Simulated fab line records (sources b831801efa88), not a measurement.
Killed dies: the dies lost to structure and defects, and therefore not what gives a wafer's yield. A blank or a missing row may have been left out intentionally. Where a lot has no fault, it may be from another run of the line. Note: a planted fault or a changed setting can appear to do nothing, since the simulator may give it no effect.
A lot that was struck, set against a sound lot -- flow gf180mcu -- 17 out of 602 route steps
Sound: the wafers L257.1, L257.2, L257.4. Struck: wafer L268.6 (L268.1, L268.2, from the same lot, were not struck and are left out); the cause is given at the end.
For every step that has rows: the tool of each side, followed by ch and its chambers, followed by its first start. Under that, the readings that differ: sound wafers -- struck wafers -- difference of the means -- sigmas: that difference in standard deviations of wafers without a fault.
alike: a reading whose means differ by less than 2 such deviations, as well as words and numbers matching on both sides. not compared: withheld readings; readings where some wafer has no value; bounds like >300 that might hide an equal value; numbers whose values overlap and for which the record gives no deviation.
The two part at a step that has a row with sigmas, a row that says differs or no value, or rows on one side only. Non-overlapping numbers with no deviation appear without sigmas and do not part them. A reading that every wafer of one side lacks parts them only if that side has two wafers or more.

first, 3 steps without rows for these wafers: GF_V1_EXPOSE_11 (exposes mask Via1, target cd 260 nm); GF_V1_PEB_12 (peb time 90 s); GF_V1_DEVELOP_13 (develop time 60 s).
GF_V1_CD_MEAS_14: the cd target is 260 nm.
  sound: cd sem-01 at day 18 13:09; struck: cd sem-01 at day 23 06:27
  alike: cd nm
GF_V1_OVL_MEAS_15:
  sound: overlay-02 at day 18 13:16; struck: overlay-01 at day 23 06:34
  alike: V1_OVL
GF_V1_ETCH_16: etches BARC in N2/H2.
  sound on rie diel-01 ch 1,2,3, day 18 13:19; struck on rie diel-04 ch 0, day 23 06:37
  alike: drypump motor current A, oes product au, throttle valve pct
GF_V1_ETCH_17: etches SiO2 in C4F8/O2/Ar, stops on TiN, target depth 630 nm.
  sound: rie diel-01 ch 1,2,3; struck: rie diel-04 ch 0
  alike: oes product au
GF_V1_STRIP_18: strips in O2/N2.
  sound on plasma asher-04 ch 0,1, day 18 13:26; struck on plasma asher-04 ch 1, day 23 06:44
  alike: drypump motor current A, heater power w, oes product au, platen temp c
  not compared: rf hours counter h
then, 2 steps without rows for these wafers: GF_V1_STRIP_19 (strips in post etch residue remover, time 1200 s); GF_V1_CLEAN_20 (cleans in DIW).
GF_V1_SPUTTER_21: material Ti, target thk 15 nm, time 80.02 s.
  sound: pvd sputter-02 at day 18 13:58; struck: pvd sputter-03 at day 23 07:18
  alike: throttle valve pct
then, 1 step without rows for these wafers: GF_V1_SPUTTER_22 (material TiN, target thk 10 nm, time 40 s).
GF_V1_CVD_23: deposits W, target thk 350 nm, time 105.05 s.
  sound on cvd w-02 ch 0,1, day 18 14:04; struck on cvd w-01 ch 1, day 23 07:24
reading,sound,struck,difference,sigmas
model.W_of_V1_CVD_23.thk nm (nm),350.1 350.8 348.1,317.6,-32.1,
  alike: heater power w
  not compared: since wet clean h
GF_V1_RS_MEAS_24: measurement is done with a four-point probe.
  sound: film metro-01 at day 18 14:11; struck: film metro-01 at day 23 07:31
reading,sound,struck,difference,sigmas
V1_W_RS (ohm/sq),0.327 0.327 0.329,0.360,+0.032,+7
GF_V1_THK_MEAS_25: measures by xrf.
  sound: film metro-01 at day 18 14:18; struck: film metro-01 at day 23 07:38
reading,sound,struck,difference,sigmas
V1_W_THK (nm),351 352 349,316,-35,-8
GF_V1_CMP_26: polishes, stops on SiO2, t overpolish 15 s, target thk 0 nm.
  sound on cmp-02 ch 0,2,3, day 18 14:22; struck on cmp-01 ch 0, day 23 07:41
  alike: edge zone pressure frac, motor current A
-- the record jumps here: 10 days lie between the struck wafers' starts before and after (it left off in module V1 and takes up again in module PASSIVATION, whose first step shown is number 602 of the route) --
GF_PASSIVATION_PROBE_99:
  rows exist in the record for the struck wafers here (prober-02, day 32 22:53), but not for the sound ones

## WHERE THEY PART
Last at GF_PASSIVATION_PROBE_99 as far as this record goes, first at GF_V1_RS_MEAS_24.

WHY: whatever the simulator had introduced
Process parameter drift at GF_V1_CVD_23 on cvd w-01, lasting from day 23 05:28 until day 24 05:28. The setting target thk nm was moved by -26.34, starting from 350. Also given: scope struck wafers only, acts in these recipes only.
